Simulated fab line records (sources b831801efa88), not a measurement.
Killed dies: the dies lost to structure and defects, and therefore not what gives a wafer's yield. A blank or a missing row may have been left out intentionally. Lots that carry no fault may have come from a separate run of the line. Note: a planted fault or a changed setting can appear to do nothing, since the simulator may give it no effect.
A sampling plan put to the test | flow sky130 | 54 faults told of in these records, all on one fab line, each judged by the records of the lots it struck
What counts as the plan is the set of the line's own looks, namely the steps on the route at which a gauge or an inspection reads a wafer and does not change it. Where struck wafers have a number at a look and the file lists that look's usual mean and standard deviation on fault-free wafers, the look can be judged. Caught: 4 or more of those standard deviations (sigma) separate the usual mean from the mean of the struck wafers at a look after the fault's first step. On the tool: the identical test, applied to the tool's own readings at the steps of the fault. If the struck wafers alone have a blank record, or they carry another recipe, that too counts as caught.

THE FAULTS, as the simulator had put them in
1. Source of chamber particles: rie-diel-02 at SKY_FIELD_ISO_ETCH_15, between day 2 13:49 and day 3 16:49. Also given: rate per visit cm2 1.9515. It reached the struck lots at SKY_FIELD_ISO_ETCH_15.
2. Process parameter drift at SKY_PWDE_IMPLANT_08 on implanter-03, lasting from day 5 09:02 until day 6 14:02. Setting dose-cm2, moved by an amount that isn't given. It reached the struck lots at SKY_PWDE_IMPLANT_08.
3. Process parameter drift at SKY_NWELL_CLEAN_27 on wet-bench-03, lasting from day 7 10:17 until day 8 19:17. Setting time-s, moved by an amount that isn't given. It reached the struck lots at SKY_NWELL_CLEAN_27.
4. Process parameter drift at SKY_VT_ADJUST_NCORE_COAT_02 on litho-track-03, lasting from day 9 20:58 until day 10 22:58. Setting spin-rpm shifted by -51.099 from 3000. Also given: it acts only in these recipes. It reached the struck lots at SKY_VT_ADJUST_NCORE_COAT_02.
5. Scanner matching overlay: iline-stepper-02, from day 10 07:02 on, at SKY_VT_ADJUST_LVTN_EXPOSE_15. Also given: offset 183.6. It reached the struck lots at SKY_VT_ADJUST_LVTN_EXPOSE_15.
6. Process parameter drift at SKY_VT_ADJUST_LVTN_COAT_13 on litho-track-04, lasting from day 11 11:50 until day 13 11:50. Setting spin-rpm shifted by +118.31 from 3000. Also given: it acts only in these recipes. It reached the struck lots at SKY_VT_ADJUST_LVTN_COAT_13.
7. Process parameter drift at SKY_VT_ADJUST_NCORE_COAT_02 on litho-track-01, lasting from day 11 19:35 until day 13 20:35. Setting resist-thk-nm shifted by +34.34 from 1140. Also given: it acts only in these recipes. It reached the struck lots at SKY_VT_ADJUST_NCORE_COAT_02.
8. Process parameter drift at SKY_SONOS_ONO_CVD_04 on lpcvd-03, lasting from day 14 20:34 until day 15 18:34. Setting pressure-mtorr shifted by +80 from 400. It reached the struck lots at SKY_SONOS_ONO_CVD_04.
9. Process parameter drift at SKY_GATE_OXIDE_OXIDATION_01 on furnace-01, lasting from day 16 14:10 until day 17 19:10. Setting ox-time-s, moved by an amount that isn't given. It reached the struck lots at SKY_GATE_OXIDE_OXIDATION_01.
10. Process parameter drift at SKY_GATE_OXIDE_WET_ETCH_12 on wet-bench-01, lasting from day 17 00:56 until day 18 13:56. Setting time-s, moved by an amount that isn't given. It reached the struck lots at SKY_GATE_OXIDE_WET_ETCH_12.
11. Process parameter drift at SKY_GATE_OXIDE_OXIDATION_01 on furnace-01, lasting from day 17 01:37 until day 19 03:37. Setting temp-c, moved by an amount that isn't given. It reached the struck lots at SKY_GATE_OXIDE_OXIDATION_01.
12. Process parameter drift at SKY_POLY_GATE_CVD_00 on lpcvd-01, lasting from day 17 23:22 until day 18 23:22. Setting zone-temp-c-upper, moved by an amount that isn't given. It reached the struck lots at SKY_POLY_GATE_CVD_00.
13. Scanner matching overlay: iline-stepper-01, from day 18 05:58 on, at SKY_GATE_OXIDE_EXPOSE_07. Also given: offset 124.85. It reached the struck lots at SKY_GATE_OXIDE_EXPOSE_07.
14. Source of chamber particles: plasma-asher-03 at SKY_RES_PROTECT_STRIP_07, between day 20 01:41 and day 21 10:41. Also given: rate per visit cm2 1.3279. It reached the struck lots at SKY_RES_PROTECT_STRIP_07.
15. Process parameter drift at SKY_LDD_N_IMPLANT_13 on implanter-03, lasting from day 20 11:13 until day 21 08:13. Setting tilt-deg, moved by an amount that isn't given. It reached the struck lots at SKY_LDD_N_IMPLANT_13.
16. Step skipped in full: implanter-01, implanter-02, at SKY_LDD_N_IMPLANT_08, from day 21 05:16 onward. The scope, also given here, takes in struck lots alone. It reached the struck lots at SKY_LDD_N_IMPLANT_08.
17. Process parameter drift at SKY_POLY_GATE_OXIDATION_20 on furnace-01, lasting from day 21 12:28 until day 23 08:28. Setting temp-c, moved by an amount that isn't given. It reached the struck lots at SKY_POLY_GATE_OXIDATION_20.
18. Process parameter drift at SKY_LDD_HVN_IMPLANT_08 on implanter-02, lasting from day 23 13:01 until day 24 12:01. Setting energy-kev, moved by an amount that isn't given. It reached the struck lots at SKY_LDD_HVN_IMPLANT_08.
19. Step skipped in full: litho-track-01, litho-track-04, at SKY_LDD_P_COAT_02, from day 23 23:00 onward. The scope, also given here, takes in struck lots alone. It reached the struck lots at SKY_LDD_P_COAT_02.
20. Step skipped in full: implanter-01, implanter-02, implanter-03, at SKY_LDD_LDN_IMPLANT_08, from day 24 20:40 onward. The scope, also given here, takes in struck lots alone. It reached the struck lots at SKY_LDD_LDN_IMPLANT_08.
21. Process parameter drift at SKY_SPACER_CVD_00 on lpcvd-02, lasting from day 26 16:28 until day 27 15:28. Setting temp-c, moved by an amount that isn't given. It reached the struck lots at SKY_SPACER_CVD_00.
22. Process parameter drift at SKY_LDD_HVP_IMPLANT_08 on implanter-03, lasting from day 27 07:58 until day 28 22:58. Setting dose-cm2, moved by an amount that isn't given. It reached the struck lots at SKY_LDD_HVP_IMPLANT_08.
23. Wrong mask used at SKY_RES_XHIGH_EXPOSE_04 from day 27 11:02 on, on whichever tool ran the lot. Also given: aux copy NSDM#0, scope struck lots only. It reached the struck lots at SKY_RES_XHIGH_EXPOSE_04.
24. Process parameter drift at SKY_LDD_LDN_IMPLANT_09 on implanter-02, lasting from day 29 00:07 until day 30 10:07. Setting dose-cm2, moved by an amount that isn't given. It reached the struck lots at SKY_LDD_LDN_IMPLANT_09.
25. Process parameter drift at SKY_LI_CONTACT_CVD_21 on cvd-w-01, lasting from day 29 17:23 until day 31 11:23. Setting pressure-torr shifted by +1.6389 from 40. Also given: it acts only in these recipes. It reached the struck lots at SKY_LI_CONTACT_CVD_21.
26. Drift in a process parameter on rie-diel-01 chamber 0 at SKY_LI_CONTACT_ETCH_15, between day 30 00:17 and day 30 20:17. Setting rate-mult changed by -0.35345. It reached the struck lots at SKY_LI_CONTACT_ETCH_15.
27. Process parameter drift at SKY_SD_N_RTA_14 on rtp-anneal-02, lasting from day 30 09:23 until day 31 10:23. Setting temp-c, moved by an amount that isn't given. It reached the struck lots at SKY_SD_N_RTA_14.
28. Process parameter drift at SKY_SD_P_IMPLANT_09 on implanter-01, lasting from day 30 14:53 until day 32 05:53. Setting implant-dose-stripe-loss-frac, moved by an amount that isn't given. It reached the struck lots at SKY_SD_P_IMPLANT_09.
29. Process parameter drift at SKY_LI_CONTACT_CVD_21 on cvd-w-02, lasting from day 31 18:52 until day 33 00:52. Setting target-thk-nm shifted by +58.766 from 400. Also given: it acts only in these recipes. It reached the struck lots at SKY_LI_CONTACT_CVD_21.
30. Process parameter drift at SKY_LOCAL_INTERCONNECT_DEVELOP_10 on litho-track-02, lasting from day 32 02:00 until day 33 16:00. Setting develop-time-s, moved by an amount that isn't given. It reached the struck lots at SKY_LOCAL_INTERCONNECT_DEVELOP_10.
31. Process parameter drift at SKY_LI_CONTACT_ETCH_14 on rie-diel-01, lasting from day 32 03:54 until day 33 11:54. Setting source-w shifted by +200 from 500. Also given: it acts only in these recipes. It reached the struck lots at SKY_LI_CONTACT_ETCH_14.
32. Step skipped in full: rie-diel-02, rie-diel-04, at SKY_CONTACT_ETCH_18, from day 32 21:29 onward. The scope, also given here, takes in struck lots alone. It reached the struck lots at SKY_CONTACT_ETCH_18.
33. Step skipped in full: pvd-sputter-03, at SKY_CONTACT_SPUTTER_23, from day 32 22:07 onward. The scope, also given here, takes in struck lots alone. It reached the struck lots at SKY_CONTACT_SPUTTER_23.
34. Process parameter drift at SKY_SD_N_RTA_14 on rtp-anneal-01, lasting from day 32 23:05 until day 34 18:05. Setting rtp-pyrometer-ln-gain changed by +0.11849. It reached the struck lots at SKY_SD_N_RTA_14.
35. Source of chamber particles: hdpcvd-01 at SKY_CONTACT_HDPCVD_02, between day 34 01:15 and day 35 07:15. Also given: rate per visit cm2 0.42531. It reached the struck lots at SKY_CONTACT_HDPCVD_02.
36. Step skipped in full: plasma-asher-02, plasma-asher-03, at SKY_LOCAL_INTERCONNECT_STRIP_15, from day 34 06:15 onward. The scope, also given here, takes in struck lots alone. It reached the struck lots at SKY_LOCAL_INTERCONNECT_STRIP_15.
37. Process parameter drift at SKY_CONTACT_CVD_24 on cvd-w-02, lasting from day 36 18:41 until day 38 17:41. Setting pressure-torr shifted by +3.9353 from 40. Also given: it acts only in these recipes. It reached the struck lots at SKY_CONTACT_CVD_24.
38. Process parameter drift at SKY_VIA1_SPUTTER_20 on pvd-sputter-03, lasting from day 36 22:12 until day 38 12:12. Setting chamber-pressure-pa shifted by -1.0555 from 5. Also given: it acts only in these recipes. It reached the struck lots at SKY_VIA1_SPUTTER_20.
39. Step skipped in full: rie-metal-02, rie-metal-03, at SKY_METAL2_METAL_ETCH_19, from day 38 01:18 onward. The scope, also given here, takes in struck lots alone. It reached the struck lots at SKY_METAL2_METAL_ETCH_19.
40. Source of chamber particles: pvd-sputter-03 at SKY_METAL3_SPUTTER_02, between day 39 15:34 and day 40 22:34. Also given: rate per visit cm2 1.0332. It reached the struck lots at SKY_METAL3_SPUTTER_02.
41. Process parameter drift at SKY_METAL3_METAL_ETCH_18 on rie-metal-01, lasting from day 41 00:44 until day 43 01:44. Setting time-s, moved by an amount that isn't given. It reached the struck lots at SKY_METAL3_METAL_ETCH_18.
42. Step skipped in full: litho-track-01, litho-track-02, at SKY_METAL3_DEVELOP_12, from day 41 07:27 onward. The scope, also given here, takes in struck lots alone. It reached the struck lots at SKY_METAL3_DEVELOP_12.
43. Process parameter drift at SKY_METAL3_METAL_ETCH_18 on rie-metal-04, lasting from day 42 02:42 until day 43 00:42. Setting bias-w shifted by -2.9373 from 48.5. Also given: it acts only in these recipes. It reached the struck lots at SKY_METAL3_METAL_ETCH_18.
44. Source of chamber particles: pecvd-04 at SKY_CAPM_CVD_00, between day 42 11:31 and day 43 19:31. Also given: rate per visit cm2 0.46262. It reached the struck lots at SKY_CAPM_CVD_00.
45. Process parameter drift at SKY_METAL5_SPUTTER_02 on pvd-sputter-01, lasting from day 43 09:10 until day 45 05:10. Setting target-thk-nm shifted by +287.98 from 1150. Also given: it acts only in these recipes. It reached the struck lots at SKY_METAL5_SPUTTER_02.
46. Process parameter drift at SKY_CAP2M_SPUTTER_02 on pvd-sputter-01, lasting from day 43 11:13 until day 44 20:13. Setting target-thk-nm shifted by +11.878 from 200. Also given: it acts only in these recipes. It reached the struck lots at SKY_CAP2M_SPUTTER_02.
47. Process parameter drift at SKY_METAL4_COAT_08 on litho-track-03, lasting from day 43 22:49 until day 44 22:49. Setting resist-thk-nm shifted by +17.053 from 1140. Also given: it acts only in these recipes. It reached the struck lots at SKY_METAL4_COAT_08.
48. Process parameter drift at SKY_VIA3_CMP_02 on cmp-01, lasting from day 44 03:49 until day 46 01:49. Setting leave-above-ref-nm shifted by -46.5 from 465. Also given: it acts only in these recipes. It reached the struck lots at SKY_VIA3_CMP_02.
49. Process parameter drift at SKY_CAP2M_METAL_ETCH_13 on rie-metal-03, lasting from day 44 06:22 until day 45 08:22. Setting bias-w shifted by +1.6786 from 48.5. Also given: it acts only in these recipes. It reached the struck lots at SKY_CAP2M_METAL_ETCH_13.
50. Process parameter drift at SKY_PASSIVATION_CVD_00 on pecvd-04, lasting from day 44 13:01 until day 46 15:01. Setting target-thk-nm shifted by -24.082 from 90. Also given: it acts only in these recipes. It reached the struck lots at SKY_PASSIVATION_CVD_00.
51. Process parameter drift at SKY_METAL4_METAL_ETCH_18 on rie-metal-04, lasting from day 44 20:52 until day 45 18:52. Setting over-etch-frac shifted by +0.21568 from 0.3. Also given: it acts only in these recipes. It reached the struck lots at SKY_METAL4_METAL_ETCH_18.
52. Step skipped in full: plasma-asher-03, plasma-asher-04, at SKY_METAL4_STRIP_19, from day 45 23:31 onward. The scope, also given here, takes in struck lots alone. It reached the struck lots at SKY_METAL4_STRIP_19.
53. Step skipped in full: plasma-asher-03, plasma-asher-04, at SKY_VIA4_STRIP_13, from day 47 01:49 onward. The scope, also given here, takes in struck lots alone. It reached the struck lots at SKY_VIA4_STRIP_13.
54. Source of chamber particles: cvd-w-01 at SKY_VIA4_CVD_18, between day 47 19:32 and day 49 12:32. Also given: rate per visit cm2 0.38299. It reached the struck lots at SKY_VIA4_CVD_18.

WHAT THE PLAN SAW
fault | on the tool itself                               | first look that catches it                      | reading, sigma                                                             | median hours from its first step to that look | hours from the fault's start to the first struck lot there | judged looks passed uncaught
1     | under 2 sigma                                    | not the one look that can be judged after it    | -                                                                          | -                                             | -                                                          | 1
2     | dose-ions-cm2 -35 sigma                          | SKY_NWELL_RS_MEAS_31                            | PWDE_RS +7.6                                                               | 39.8                                          | 48                                                         | 0
3     | run-length-s -24 sigma                           | no look after it can be judged                  | -                                                                          | -                                             | -                                                          | 0
4     | spin-speed-rpm -23 sigma                         | not the one look that can be judged after it    | -                                                                          | -                                             | -                                                          | 1
5     | no reading that can be judged                    | SKY_VT_ADJUST_LVTN_OVL_MEAS_18                  | VT_ADJUST_LVTN_01_OVL +99 or beyond                                        | 11.3                                          | 19                                                         | 0
6     | spin-speed-rpm +55 sigma                         | not the one look that can be judged after it    | -                                                                          | -                                             | -                                                          | 1
7     | under 2 sigma                                    | no look after it can be judged                  | -                                                                          | -                                             | -                                                          | 0
8     | pressure-mtorr +94 sigma                         | SKY_SONOS_ONO_THK_MEAS_05                       | SONOS_ONO_CVD_04_THK +5.0                                                  | 1.6                                           | 7                                                          | 0
9     | under 2 sigma                                    | SKY_GATE_OXIDE_THK_MEAS_02                      | GATE_OXIDE_OXIDATION_00_THK -7.4                                           | 1.4                                           | 5                                                          | 0
10    | run-length-s -40 sigma                           | no look after it can be judged                  | -                                                                          | -                                             | -                                                          | 0
11    | tube-center-temp-C -63 sigma                     | not the one look that can be judged after it    | strongest: GATE_OXIDE_OXIDATION_00_THK at SKY_GATE_OXIDE_THK_MEAS_02, -3.0 | -                                             | -                                                          | 1
12    | spike-tc-upper-C -43 sigma                       | SKY_POLY_GATE_THK_MEAS_01                       | POLY_GATE_CVD_00_THK -29                                                   | 1.2                                           | 6                                                          | 0
13    | under 2 sigma                                    | SKY_GATE_OXIDE_OVL_MEAS_10                      | GATE_OXIDE_OVL +89                                                         | 15.3                                          | 19                                                         | 0
14    | under 2 sigma                                    | not the one look that can be judged after it    | -                                                                          | -                                             | -                                                          | 1
15    | tilt-deg -99 or beyond sigma                     | no look after it can be judged                  | -                                                                          | -                                             | -                                                          | 0
16    | the tool's record is blank for the struck wafers | SKY_LDD_N_TW_MEAS_17                            | LDD_N_TW -10                                                               | 1.3                                           | 3                                                          | 0
17    | tube-center-temp-C +99 or beyond sigma           | SKY_POLY_GATE_THK_MEAS_21                       | POLY_GATE_OXIDATION_THK +8.1                                               | 1.3                                           | 5                                                          | 0
18    | beam-energy-keV +99 or beyond sigma              | not the one look that can be judged after it    | strongest: LDD_HVN_TW at SKY_LDD_HVN_TW_MEAS_10, +3.8                      | -                                             | -                                                          | 1
19    | the tool's record is blank for the struck wafers | SKY_LDD_HVN_TW_MEAS_10                          | LDD_HVN_TW +4.2                                                            | 44.3                                          | 49                                                         | 0
20    | the tool's record is blank for the struck wafers | SKY_LDD_LDN_TW_MEAS_13                          | LDD_LDN_TW -12                                                             | 0.7                                           | 6                                                          | 0
21    | susceptor-temp-C -13 sigma                       | SKY_SPACER_THK_MEAS_01                          | SPACER_CVD_00_THK -8.9                                                     | 1.2                                           | 7                                                          | 0
22    | dose-ions-cm2 -99 or beyond sigma                | SKY_LDD_HVP_TW_MEAS_10                          | LDD_HVP_TW -7.0                                                            | 0.2                                           | 13                                                         | 0
23    | no reading that can be judged                    | SKY_RES_XHIGH_TW_MEAS_09                        | RES_XHIGH_TW -99 or beyond                                                 | 14.1                                          | 20                                                         | 0
24    | dose-ions-cm2 -99 or beyond sigma                | SKY_LDD_LDN_TW_MEAS_13                          | LDD_LDN_TW -8.2                                                            | 0.5                                           | 7                                                          | 0
25    | chamber-pressure-Torr +18 sigma                  | not the one look that can be judged after it    | strongest: LI_CONTACT_W_RS at SKY_LI_CONTACT_RS_MEAS_22, -2.5              | -                                             | -                                                          | 1
26    | oes-product-au -13 sigma                         | no look after it can be judged                  | -                                                                          | -                                             | -                                                          | 0
27    | wafer_temp_C_max +16 sigma                       | SKY_SD_N_RS_MEAS_16                             | SD_N_RS -40                                                                | 0.2                                           | 9                                                          | 0
28    | no reading that can be judged                    | none of the 6 looks that can be judged after it | -                                                                          | -                                             | -                                                          | 6
29    | under 2 sigma                                    | SKY_LI_CONTACT_RS_MEAS_22                       | LI_CONTACT_W_RS -13                                                        | 0.1                                           | 5                                                          | 0
30    | under 2 sigma                                    | none of the 2 looks that can be judged after it | strongest: cd-nm at SKY_LOCAL_INTERCONNECT_CD_MEAS_11, +3.0                | -                                             | -                                                          | 2
31    | rf-fwd-power-W +95 sigma                         | not the one look that can be judged after it    | -                                                                          | -                                             | -                                                          | 1
32    | the tool's record is blank for the struck wafers | no look after it can be judged                  | -                                                                          | -                                             | -                                                          | 0
33    | the tool's record is blank for the struck wafers | no look after it can be judged                  | -                                                                          | -                                             | -                                                          | 0
34    | lamp-power-pct -9.3 sigma                        | SKY_SD_N_RS_MEAS_16                             | SD_N_RS +20                                                                | 0.2                                           | 5                                                          | 0
35    | no reading that can be judged                    | not the one look that can be judged after it    | -                                                                          | -                                             | -                                                          | 1
36    | the tool's record is blank for the struck wafers | no look after it can be judged                  | -                                                                          | -                                             | -                                                          | 0
37    | chamber-pressure-Torr +43 sigma                  | SKY_CONTACT_RS_MEAS_25                          | CONTACT_W_RS -4.0                                                          | 0.2                                           | 3                                                          | 0
38    | chamber-pressure-pa -99 or beyond sigma          | no look after it can be judged                  | -                                                                          | -                                             | -                                                          | 0
39    | the tool's record is blank for the struck wafers | no look after it can be judged                  | -                                                                          | -                                             | -                                                          | 0
40    | under 2 sigma                                    | none of the 2 looks that can be judged after it | -                                                                          | -                                             | -                                                          | 2
41    | run-length-s -72 sigma                           | no look after it can be judged                  | -                                                                          | -                                             | -                                                          | 0
42    | no reading that can be judged                    | no look after it can be judged                  | -                                                                          | -                                             | -                                                          | 0
43    | bias-w -20 sigma                                 | no look after it can be judged                  | -                                                                          | -                                             | -                                                          | 0
44    | under 2 sigma                                    | not the one look that can be judged after it    | -                                                                          | -                                             | -                                                          | 1
45    | under 2 sigma                                    | SKY_METAL5_RS_MEAS_05                           | METAL5_ALCU_RS -25                                                         | 0.1                                           | 2                                                          | 0
46    | under 2 sigma                                    | SKY_CAP2M_RS_MEAS_03                            | CAP2M_TIN_RS -5.7                                                          | 0.1                                           | 10                                                         | 0
47    | no reading that can be judged                    | no look after it can be judged                  | -                                                                          | -                                             | -                                                          | 0
48    | under 2 sigma                                    | no look after it can be judged                  | -                                                                          | -                                             | -                                                          | 0
49    | bias-w +11 sigma                                 | none of the 2 looks that can be judged after it | -                                                                          | -                                             | -                                                          | 2
50    | under 2 sigma                                    | SKY_PASSIVATION_THK_MEAS_01                     | PASSIVATION_CVD_00_THK -21                                                 | 0.0                                           | 3                                                          | 0
51    | oes-product-au -10 sigma                         | not the one look that can be judged after it    | -                                                                          | -                                             | -                                                          | 1
52    | no reading that can be judged                    | no look after it can be judged                  | -                                                                          | -                                             | -                                                          | 0
53    | the tool's record is blank for the struck wafers | no look after it can be judged                  | -                                                                          | -                                             | -                                                          | 0
54    | under 2 sigma                                    | none of the 6 looks that can be judged after it | -                                                                          | -                                             | -                                                          | 6
A dash: this means the fault isn't caught or the number doesn't appear in these records.

Caught at a look: 21 of 54. Caught on the tool: 33 of 54. By one or the other: 41 of 54.
On the tool alone, faults 3, 4, 6, 10, 11, 15, 18, 25, 26, 31, 32, 33, 36, 38, 39, 41, 43, 49, 51, 53 were caught.
Caught at a look alone: faults 5, 9, 13, 23, 29, 45, 46, 50.
Caught by neither: faults 1, 7, 14, 28, 30, 35, 40, 42, 44, 47, 48, 52, 54.

THINNER SAMPLING
In the worst case, this is how late the first struck lot would be measured if the look that catches a fault measured only every second or every third lot, by lot number:
fault | struck lots at that look, in order of time | every lot | every second lot | every third lot
2     | L453, L455, L456                           | 48 h      | 66 h             | may miss all 3
5     | L607, L608, L609, L610                     | 19 h      | 26 h             | 30 h
8     | L529, L530                                 | 7 h       | 16 h             | may miss all 2
9     | L703, L705                                 | 5 h       | may miss all 2   | may miss all 2
12    | L527, L528, L529                           | 6 h       | 18 h             | 22 h
13    | L353, L358, L359                           | 19 h      | 56 h             | may miss all 3
16    | L563, L564                                 | 3 h       | 17 h             | may miss all 2
17    | L885, L886                                 | 5 h       | 9 h              | may miss all 2
19    | L702, L703, L704                           | 49 h      | 58 h             | 65 h
20    | L240, L241, L242                           | 6 h       | 15 h             | 25 h
21    | L364, L365                                 | 7 h       | 13 h             | may miss all 2
22    | L340, L343                                 | 13 h      | 35 h             | may miss all 2
23    | L491                                       | 20 h      | may miss it      | may miss it
24    | L110, L112                                 | 7 h       | may miss all 2   | may miss all 2
27    | L167, L168                                 | 9 h       | 21 h             | may miss all 2
29    | L129, L130                                 | 5 h       | 17 h             | may miss all 2
34    | L686, L688                                 | 5 h       | may miss all 2   | may miss all 2
37    | L919, L920                                 | 3 h       | 16 h             | may miss all 2
45    | L185, L188                                 | 2 h       | 31 h             | may miss all 2
46    | L461, L460, L462                           | 10 h      | 12 h             | 21 h
50    | L390, L395                                 | 3 h       | 47 h             | may miss all 2
Hours are from the fault's start to the first struck lot that is measured. Since the struck wafers were tested as one group against 4 sigma, a single lot by itself may lie under the limit. Other struck lots may not be in these records.

THE LONGEST TIMED WAY FROM STEP TO LOOK
In fault 19, a median of 44.3 hours elapses between SKY_LDD_P_COAT_02 and SKY_LDD_HVN_TW_MEAS_10. No look between them can be judged.
